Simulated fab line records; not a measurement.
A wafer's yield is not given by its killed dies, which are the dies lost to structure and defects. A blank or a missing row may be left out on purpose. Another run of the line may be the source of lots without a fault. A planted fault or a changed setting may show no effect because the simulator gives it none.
Which tool is to blame? + flow gf180mcu + Sampling: 7 lots, 21 wafers, 2 of 602 route steps

## WHAT THE GAUGES READ, wafer by wafer
GF_POLY_GATE_CD_MEAS_18.
| lot  | measured     | on        | cd nm (nm)        |
|------|--------------|-----------|-------------------|
| L240 | day 9 22:12  | cd sem-02 | 280.3 279.1 280.7 |
| L243 | day 10 15:24 | cd sem-01 | 278.5 278.8 278.4 |
| L250 | day 12 19:28 | cd sem-01 | - - -             |
| L254 | day 13 21:28 | cd sem-02 | 281.4 281.8 280.0 |
| L256 | day 14 13:21 | cd sem-01 | 278.5 281.1 279.3 |
| L258 | day 15 03:47 | cd sem-02 | 279.9 278.4 279.6 |
| L260 | day 15 18:50 | cd sem-01 | 280.3 281.4 278.4 |

## EACH LOT AND THE TOOL THAT RAN IT (in order: tool; ch and the chambers of the sampled wafers; start)
| lot  | GF_POLY_GATE_EXPOSE_07            |
|------|-----------------------------------|
| L240 | krf scanner-01 ch 0, day 9 12:19  |
| L243 | krf scanner-02 ch 0, day 10 05:13 |
| L250 | krf scanner-02, day 12 08:32      |
| L254 | krf scanner-02 ch 0, day 13 09:17 |
| L256 | krf scanner-02 ch 0, day 14 01:34 |
| L258 | krf scanner-02 ch 0, day 14 15:14 |
| L260 | krf scanner-02 ch 0, day 15 06:18 |
- GF_POLY_GATE_EXPOSE_07: exposes mask Poly2, target cd 280 nm.

## THE ANSWER, worked out from the rows above alone
Rule: the usual values come from the lots themselves. The widest of any qualifying gaps counts: lots, ordered by their means at a reading, are off when they make up no more than a third of the lots, leave a main group of 4 or more, and stand apart from it by 3 or more times the standard deviation of that group's means. A main group is skipped when, at the precision printed for the reading in the tables above, its means are all equal. Also off: a lot with no number at a reading for which 4 or more lots have one. All remaining lots with rows at the step are treated as sound.
Off at GF_POLY_GATE_CD_MEAS_18 (cd nm): L250. Without a number there: L250. For the main group the mean is 279.8 nm and the standard deviation 0.76.
A tool fits if, at a process step before that reading, it ran every lot that is off, and no sound lot after the first of them. Those tools and the gauges at GF_POLY_GATE_CD_MEAS_18 are tried in the same way. Of those tried, none fits.

## WHAT WAS PUT IN BY THE SIMULATOR
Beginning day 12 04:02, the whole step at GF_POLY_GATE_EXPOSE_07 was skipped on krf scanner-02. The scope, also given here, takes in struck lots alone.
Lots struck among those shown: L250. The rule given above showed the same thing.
